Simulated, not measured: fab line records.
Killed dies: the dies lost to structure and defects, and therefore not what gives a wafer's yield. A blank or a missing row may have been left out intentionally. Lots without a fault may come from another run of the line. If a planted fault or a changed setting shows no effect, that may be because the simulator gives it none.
A lot that was struck, set against a sound lot    flow sky130    16 steps out of a route of 708
Sound: these wafers, L383.1, L383.4, L383.5. Struck: wafers L376.2, L376.6 (left out: L376.3, a lot-mate that was not struck); the cause follows at the end.
At each step with rows: each side's tool, then ch and its chambers, then its first start. Under that, the readings that differ: sound wafers    struck wafers    difference of the means    sigmas: that difference in standard deviations of wafers without a fault.
alike: readings whose means differ by less than 2 such deviations, and words and numbers that are the same on both sides. not compared: withheld readings, readings that some wafer has no value for, bounds like >300 that may hide the same value, and numbers for which the record gives no deviation and whose values overlap.
A row with sigmas, a row that says differs or no value, or rows on one side alone: a step with any of these is where the two part. Numbers that don't overlap but have no deviation are shown without sigmas and don't part them. Lack of a reading on every wafer of one side parts them only where that side has two or more wafers.

first, 7 steps without rows for these wafers: SKY_METAL4_HMDS_06 (prime time 60 s); SKY_METAL4_COAT_07 (resist thk 60 nm); SKY_METAL4_COAT_08 (resist thk 1140 nm); SKY_METAL4_SOFTBAKE_09 (time 90 s); SKY_METAL4_EXPOSE_10 (exposes mask MM4, target cd 300 nm); SKY_METAL4_PEB_11; SKY_METAL4_DEVELOP_12 (develop time 60 s).
SKY_METAL4_CD_MEAS_13 targets a cd of 300 nm.
  struck on cd-sem-02, day 44 06:07; sound on cd-sem-02, day 45 21:13
reading     sound              struck       difference  sigmas
cd-nm (nm)  300.7 298.7 302.0  297.5 297.6  -2.9        -2
SKY_METAL4_OVL_MEAS_14:
  struck on overlay-02, day 44 06:13; sound on overlay-02, day 45 21:20
reading          sound  struck  difference  sigmas
METAL4_OVL (nm)  9 4 0  -8 -8   -12         -3
SKY_METAL4_DESCUM_15: chemistry O2, time 8 s.
  sound on rie-metal-01 ch 0,1, day 45 21:23; struck on rie-metal-04 ch 0,1, day 44 06:15
  alike: drypump-motor-current-A, oes-product-au
  not compared: rf-hours-counter-h
SKY_METAL4_ETCH_16: etches BARC in N2/H2, stops on SiO2, time 88.2 s, target depth 60 nm.
  sound on rie-metal-01 ch 0,1, day 45 21:25; struck on rie-metal-04 ch 0,1, day 44 06:17
reading                sound              struck       difference  sigmas
oes-product-au (a.u.)  0.633 0.629 0.628  0.622 0.613  -0.013      -3
  alike: drypump-motor-current-A, throttle-valve-pct
  not compared: rf-hours-counter-h
SKY_METAL4_ETCH_17: etches SiO2 in C4F8/O2/Ar, stops on TiN, time 3.9 s, target depth 15 nm.
  sound on rie-diel-04 ch 0,2, day 45 21:31; struck on rie-diel-01 ch 2, day 44 06:23
  alike: oes-product-au
SKY_METAL4_METAL_ETCH_18: etches the open film in Cl2/BCl3, stops on SiO2, target depth 845 nm, time 183.1 s.
  sound on rie-metal-04 ch 0,1, day 45 21:32; struck on rie-metal-01 ch 1, day 44 06:24
reading                                        sound              struck           difference  sigmas
bcl3-flow-sccm (sccm)                          29.87 30.07 29.78  30.11 30.15      +0.22       +2
oes-product-au (a.u.)                          0.862 0.873 0.870  0.789 0.786      -0.081      -12
over-etch-frac                                 0.3 0.3 0.3        0.51488 0.51488  +0.21488    
model.KrF-thick_of_METAL4_COAT_08.thk-nm (nm)  520.6 522.2 522.6  449.7 444.6      -74.7       
model.METAL4.cd-nm (nm)                        301.4 297.1 305.8  284.3 284.9      -16.8       
model.SiO2_of_VIA3_HDPCVD_00.thk-nm (nm)       435.1 434.9 434.9  431.7 431.6      -3.3        
  alike: drypump-motor-current-A, throttle-valve-pct
  not compared: rf-hours-counter-h
SKY_METAL4_STRIP_19: strips in O2/N2.
  sound on plasma-asher-01 ch 0, day 45 21:42; struck on plasma-asher-01 ch 0, day 44 06:35
reading                       sound              struck       difference  sigmas
oes-product-au (a.u.)         0.502 0.501 0.496  0.476 0.474  -0.025      -4
strip-time-to-endpoint-s (s)  6.46 6.50 6.48     5.76 5.70    -0.75       -11
  alike: drypump-motor-current-A, o2-flow-sccm
  not compared: rf-hours-counter-h
then, 1 step without rows for these wafers: SKY_METAL4_STRIP_20 (strips in post etch residue remover, time 1200 s).
-- the record jumps here: 4 days lie between the struck wafers' starts before and after (it left off in module METAL4 and takes up again in module PAD_OPEN, whose first step shown is number 708 of the route) --
SKY_PAD_OPEN_PROBE_99:
  struck on prober-02, day 47 21:11; sound on prober-01, day 49 07:01
reading                         sound                 struck         difference  sigmas
killed-at-contacts              30 20 24              38 35          +12         +2
model.etest.met4.width-nm (nm)  302.2 297.6 307.2     284.8 284.3    -17.8       
model.etest.met4.line-ohm-um    0.1404 0.1423 0.1388  0.1529 0.1547  +0.0133     
  alike: defect-limited-yield, killed_at_M0_to_M3, killed_at_M4_up, killed-at-front-end, killed-at-other, killed-dies, killed-open, killed-short, sort_bin_3_pad_short, sort_bin_5_function, sort_bin_6_memory, sort-n-pass, sort-yield-pct

WHERE THEY PART
At SKY_METAL4_CD_MEAS_13 first; at SKY_PAD_OPEN_PROBE_99 last (within this record only).

WHY: what had been put in by the simulator
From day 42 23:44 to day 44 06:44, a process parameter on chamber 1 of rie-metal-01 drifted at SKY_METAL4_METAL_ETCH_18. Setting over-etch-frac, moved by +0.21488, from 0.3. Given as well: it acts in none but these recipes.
